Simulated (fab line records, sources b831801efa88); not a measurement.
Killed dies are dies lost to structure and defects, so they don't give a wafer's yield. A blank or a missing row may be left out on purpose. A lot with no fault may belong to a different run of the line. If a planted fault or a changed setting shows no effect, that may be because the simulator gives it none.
Matching of chambers	flow gf180mcu	GF_CONTACT_CMP_27 on cmp-01: 4 sister chambers
The step polishes, stops on SiO2, t overpolish 15 s, target thk 0 nm. 4 wafers are shown with their chamber, then 10 later ones without.

EACH WAFER AND ITS CHAMBER
wafer	chamber	motor current A (A)
L268.5	0	9.9
L269.4	3	10.8
L278.1	1	12.5
L278.4	2	11.9

WAFERS WITHOUT THEIR CHAMBER
wafer	motor current A (A)
L278.5	10.6
L280.1	10.4
L280.5	13.1
L280.6	12.0
L281.2	10.2
L281.4	9.5
L281.5	12.3
L282.2	10.8
L282.4	9.3
L282.5	10.0

CHAMBER TAKEN BY EACH
wafer	from the rows above	in truth
L278.5	can't be placed: 3 or 0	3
L280.1	can't be placed: 3 or 0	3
L280.5	can't be placed: 1 or 2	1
L280.6	can't be placed: 2 or 1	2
L281.2	can't be placed: 0 or 3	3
L281.4	0	0
L281.5	can't be placed: 1 or 2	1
L282.2	3	3
L282.4	0	0
L282.5	can't be placed: 0 or 3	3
Correct placement for 3 of the 10. These rows do not allow placing 7 (true chamber among the candidates in 7). Number placed wrongly: 0.
How it was worked out, from the rows above alone: a wafer's distance from a chamber is the root of the sum, over the readings, of the square of ((its reading less the chamber's mean) divided by the reading's scatter). The wafer belongs to the nearest chamber; if the next one is less than 2 further off, it can't be placed. The mean given for a chamber averages the wafers shown for that chamber. The scatter: root of mean squared gap, hidden wafer to nearest shown wafer, with one shown wafer a chamber.
